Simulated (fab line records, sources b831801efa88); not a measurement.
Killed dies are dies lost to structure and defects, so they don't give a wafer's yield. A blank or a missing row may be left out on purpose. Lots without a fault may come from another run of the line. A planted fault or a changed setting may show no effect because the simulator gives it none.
Chamber matching | flow gf180mcu | GF_V5_CMP_04 on cmp-02: 4 sister chambers
The step polishes SiO2. 8 wafers are shown with their chamber, then 8 later ones without.

WAFERS WITH THEIR CHAMBER
wafer  | chamber | motor_current_A (A)
L957.2 | 0       | 11.0
L957.5 | 1       | 11.0
L958.2 | 3       | 12.4
L958.3 | 0       | 11.8
L959.3 | 1       | 10.7
L959.4 | 3       | 12.5
L960.3 | 2       | 13.3
L960.5 | 2       | 13.6

WAFERS WITHOUT THEIR CHAMBER
wafer  | motor_current_A (A)
L960.6 | 13.5
L962.6 | 13.3
L963.2 | 11.3
L963.4 | 12.8
L963.5 | 11.0
L971.2 | 10.5
L971.3 | 12.6
L971.6 | 11.5

WHICH CHAMBER EACH WENT THROUGH
wafer  | from the rows above     | in truth
L960.6 | 2                       | 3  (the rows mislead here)
L962.6 | 2                       | 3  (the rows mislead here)
L963.2 | can't be placed: 0 or 1 | 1
L963.4 | can't be placed: 3 or 2 | 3
L963.5 | can't be placed: 1 or 0 | 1
L971.2 | can't be placed: 1 or 0 | 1
L971.3 | 3                       | 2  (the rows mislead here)
L971.6 | can't be placed: 0 or 1 | 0
Placed correctly: 0 of 8. Can't be placed from these rows: 5 (the true chamber is among the candidates in 5). Placed wrongly: 3.
How it was worked out, from the rows above alone: a wafer's distance from a chamber is the root of the sum, over the readings, of the square of ((its reading less the chamber's mean) divided by the reading's scatter). The wafer belongs to the nearest chamber; if the next one is less than 2 further off, it can't be placed. A chamber's mean is the mean of its shown wafers. The scatter: the root of (the sum of the squares of (reading less its chamber's mean) over the shown wafers, divided by (wafers less chambers)).
